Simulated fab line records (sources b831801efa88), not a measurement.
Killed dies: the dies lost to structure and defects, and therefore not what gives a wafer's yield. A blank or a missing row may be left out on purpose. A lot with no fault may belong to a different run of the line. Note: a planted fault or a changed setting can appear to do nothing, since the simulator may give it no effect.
Which tool was responsible?	flow gf180mcu	Sampling: 12 lots, 36 wafers, 3 of 602 route steps

WHAT THE GAUGES SHOWED, per wafer
GF_VT_IMPLANT_TW_MEAS_32.
lot	measured	on	VT_IMPLANT_3_TW
L822	day 6 19:31	film metro-03	271.2 271.5 271.7
L823	day 7 04:52	film metro-01	267.9 268.7 269.9
L824	day 7 08:51	film metro-04	270.1 271.4 270.6
L825	day 7 14:01	film metro-03	274.3 272.3 273.9
L828	day 8 06:34	film metro-04	268.7 268.9 271.0
L833	day 9 21:11	film metro-03	246.9 246.6 245.3
L834	day 10 02:22	film metro-04	243.9 246.5 246.3
L840	day 11 18:50	film metro-01	270.5 270.6 271.7
L842	day 12 12:28	film metro-03	273.4 273.7 273.1
L843	day 13 04:17	film metro-04	267.5 266.1 266.4
L844	day 13 05:40	film metro-04	266.4 267.0 266.0
L845	day 13 18:54	film metro-01	268.0 268.6 268.6

EACH LOT AND THE TOOL THAT RAN IT (in order: tool; ch and the chambers of the sampled wafers; start)
lot	GF_DNWELL_STRIP_08	GF_VT_IMPLANT_IMPLANT_30
L822	plasma asher-03 ch 0,1, day 2 17:37	implanter-03 ch 0, day 6 19:17
L823	plasma asher-01 ch 0,1, day 3 01:02	implanter-03 ch 0, day 7 04:38
L824	plasma asher-03 ch 0,1, day 3 05:37	implanter-03 ch 0, day 7 08:37
L825	plasma asher-04 ch 0,1, day 3 11:10	implanter-04 ch 0, day 7 13:47
L828	plasma asher-03 ch 0,1, day 4 01:37	implanter-03 ch 0, day 8 06:19
L833	plasma asher-01 ch 0,1, day 5 08:14	implanter-03 ch 0, day 9 20:58
L834	plasma asher-04 ch 0,1, day 5 12:24	implanter-03 ch 0, day 10 02:07
L840	plasma asher-04 ch 0,1, day 6 20:22	implanter-02 ch 0, day 11 18:35
L842	plasma asher-01 ch 0,1, day 7 09:31	implanter-04 ch 0, day 12 12:13
L843	plasma asher-01 ch 0,1, day 7 22:07	implanter-03 ch 0, day 13 04:02
L844	plasma asher-03 ch 0,1, day 7 22:28	implanter-04 ch 0, day 13 05:25
L845	plasma asher-04 ch 0,1, day 8 08:37	implanter-03 ch 0, day 13 18:39
- GF_DNWELL_STRIP_08: strips in O2/N2.
- GF_VT_IMPLANT_IMPLANT_30

WHAT THE TOOLS THEMSELVES READ (means of the sampled wafers that have a number; where no wafer has one, the mark that the record gives instead)
GF_DNWELL_STRIP_08.
lot	tool	drypump motor current A (A)	heater power w (W)	oes product au (a.u.)	strip time to endpoint s (s)
L822	plasma asher-03	5.4	337	0.725	37.06
L823	plasma asher-01	5.4	322	0.724	36.71
L824	plasma asher-03	5.8	340	0.721	36.84
L825	plasma asher-04	5.8	325	0.723	36.97
L828	plasma asher-03	5.8	345	0.726	36.94
L833	plasma asher-01	5.2	329	0.723	36.90
L834	plasma asher-04	6.0	308	0.721	36.76
L840	plasma asher-04	5.8	330	0.722	36.76
L842	plasma asher-01	5.2	328	0.718	36.89
L843	plasma asher-01	5.4	314	0.721	37.13
L844	plasma asher-03	5.4	331	0.722	36.99
L845	plasma asher-04	6.0	309	0.725	36.87

GF_VT_IMPLANT_IMPLANT_30.
lot	tool	beam energy keV	dose ions cm2	faraday current uA
L822	implanter-03	25.016	2.5336e+12	14.23
L823	implanter-03	24.999	2.5346e+12	14.18
L824	implanter-03	25.001	2.5351e+12	14.20
L825	implanter-04	25.004	2.5349e+12	14.30
L828	implanter-03	24.992	2.5341e+12	14.21
L833	implanter-03	25.003	1.8355e+12	10.32
L834	implanter-03	25.001	1.8350e+12	10.16
L840	implanter-02	24.999	2.5352e+12	14.16
L842	implanter-04	24.999	2.5362e+12	14.33
L843	implanter-03	25.008	2.5328e+12	14.32
L844	implanter-04	25.003	2.5348e+12	14.00
L845	implanter-03	25.007	2.5371e+12	14.40

THE ANSWER, worked out from the rows above alone
Rule: usual is defined by the lots themselves. Put in order of their means at a reading, lots are off if they are a third of the lots or fewer, leave a main group of 4 or more, and stand apart from it by a gap of 3 or more times the standard deviation of the main group's means; of several such gaps the widest counts. A main group whose means are all the same, to the digits that the tables above print for the reading, isn't used. Also off: a lot with no number at a reading for which 4 or more lots have one. The other lots that the step has rows for count as sound. Order of review: gauges by route order, followed by the tools' own readings, for which a lot's mean as printed above is used. The first step at which some lot is off is used, and at that step the reading that is off furthest; a lot without a number counts as furthest.
Off: L833, L834, at GF_VT_IMPLANT_TW_MEAS_32 (VT_IMPLANT_3_TW). Mean 270.0 and standard deviation 2.3 in the main group.
A tool fits if, at a process step before that reading, it ran every lot that is off, and no sound lot after the first of them. Not tried: the gauges at GF_VT_IMPLANT_TW_MEAS_32; whatever is off there is also off at GF_VT_IMPLANT_IMPLANT_30, on other tools, and gauge error can't account for it. Not one of the candidates tried fits.

WHAT WAS PUT IN BY THE SIMULATOR
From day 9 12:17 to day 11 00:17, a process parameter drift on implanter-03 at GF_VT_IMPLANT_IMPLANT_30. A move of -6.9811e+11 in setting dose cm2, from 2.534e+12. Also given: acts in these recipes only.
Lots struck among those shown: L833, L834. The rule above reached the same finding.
